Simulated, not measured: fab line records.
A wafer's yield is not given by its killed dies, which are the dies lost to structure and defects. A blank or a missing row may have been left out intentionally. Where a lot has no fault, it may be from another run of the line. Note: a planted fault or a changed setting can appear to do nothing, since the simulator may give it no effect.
Chamber matching / flow gf180mcu / GF_STI_CMP_25 on cmp-02 has 4 sister chambers
The step polishes, stops on Si3N4, t overpolish 33 s, target thk 524.6 nm. 14 wafers are shown with their chamber, then 7 later ones without.

== WAFERS, EACH WITH ITS CHAMBER ==
wafer=L826.1; chamber=3; motor-current-A (A)=12.4; time-to-endpoint-s (s)=127; overpolish-run-s (s)=32.988
wafer=L826.2; chamber=2; motor-current-A (A)=12.3; time-to-endpoint-s (s)=127; overpolish-run-s (s)=33.009
wafer=L826.4; chamber=0; motor-current-A (A)=9.7; time-to-endpoint-s (s)=127; overpolish-run-s (s)=32.997
wafer=L829.2; chamber=1; motor-current-A (A)=12.3; time-to-endpoint-s (s)=125; overpolish-run-s (s)=33.008
wafer=L829.3; chamber=2; motor-current-A (A)=12.7; time-to-endpoint-s (s)=132; overpolish-run-s (s)=32.990
wafer=L829.5; chamber=0; motor-current-A (A)=9.1; time-to-endpoint-s (s)=130; overpolish-run-s (s)=32.997
wafer=L835.1; chamber=1; motor-current-A (A)=11.8; time-to-endpoint-s (s)=128; overpolish-run-s (s)=32.998
wafer=L835.2; chamber=0; motor-current-A (A)=9.3; time-to-endpoint-s (s)=134; overpolish-run-s (s)=32.999
wafer=L835.4; chamber=2; motor-current-A (A)=12.9; time-to-endpoint-s (s)=130; overpolish-run-s (s)=33.009
wafer=L837.3; chamber=1; motor-current-A (A)=12.5; time-to-endpoint-s (s)=124; overpolish-run-s (s)=33.013
wafer=L837.5; chamber=0; motor-current-A (A)=9.1; time-to-endpoint-s (s)=131; overpolish-run-s (s)=33.011
wafer=L837.6; chamber=3; motor-current-A (A)=12.9; time-to-endpoint-s (s)=129; overpolish-run-s (s)=33.002
wafer=L838.1; chamber=2; motor-current-A (A)=12.0; time-to-endpoint-s (s)=132; overpolish-run-s (s)=32.991
wafer=L838.3; chamber=3; motor-current-A (A)=13.5; time-to-endpoint-s (s)=129; overpolish-run-s (s)=33.000

SIGNATURES, as means of the wafers listed above
reading=motor-current-A; chamber 0=9.300; chamber 1=12.200; chamber 2=12.475; chamber 3=12.933; scatter within a chamber=0.399
reading=time-to-endpoint-s; chamber 0=130.50; chamber 1=125.67; chamber 2=130.25; chamber 3=128.33; scatter within a chamber=2.3
reading=overpolish-run-s; chamber 0=33.00100; chamber 1=33.00633; chamber 2=32.99975; chamber 3=32.99667; scatter within a chamber=0.00843
Rule: distance of a wafer from a chamber = root of the sum over the readings of ((wafer's reading minus chamber's mean) / reading's scatter) squared. The wafer belongs to the nearest chamber; if the next one is less than 2 further off, it can't be placed. The scatter is the square root of a quotient: the sum, over the shown wafers, of each reading's squared deviation from its chamber's mean, divided by wafers minus chambers.

== WAFERS WHOSE CHAMBER IS MISSING ==
wafer=L838.6; motor-current-A (A)=12.8; time-to-endpoint-s (s)=125; overpolish-run-s (s)=32.993
wafer=L844.1; motor-current-A (A)=12.8; time-to-endpoint-s (s)=136; overpolish-run-s (s)=33.004
wafer=L844.2; motor-current-A (A)=9.6; time-to-endpoint-s (s)=136; overpolish-run-s (s)=32.999
wafer=L844.3; motor-current-A (A)=12.6; time-to-endpoint-s (s)=132; overpolish-run-s (s)=32.997
wafer=L848.1; motor-current-A (A)=12.3; time-to-endpoint-s (s)=137; overpolish-run-s (s)=32.999
wafer=L848.5; motor-current-A (A)=9.7; time-to-endpoint-s (s)=138; overpolish-run-s (s)=32.996
wafer=L848.6; motor-current-A (A)=12.8; time-to-endpoint-s (s)=133; overpolish-run-s (s)=33.004

== THE CHAMBER EACH PASSED THROUGH ==
wafer=L838.6; from the rows above=can't be placed: 3 or 1 or 2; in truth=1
wafer=L844.1; from the rows above=can't be placed: 2 or 3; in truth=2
wafer=L844.2; from the rows above=0; in truth=0
wafer=L844.3; from the rows above=can't be placed: 2 or 3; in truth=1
wafer=L848.1; from the rows above=can't be placed: 2 or 3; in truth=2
wafer=L848.5; from the rows above=0; in truth=0
wafer=L848.6; from the rows above=can't be placed: 2 or 3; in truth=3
Correct placement for 2 of the 7. Unplaceable from these rows: 5, with the true chamber sitting among the candidates in 4. Placed wrongly: 0.
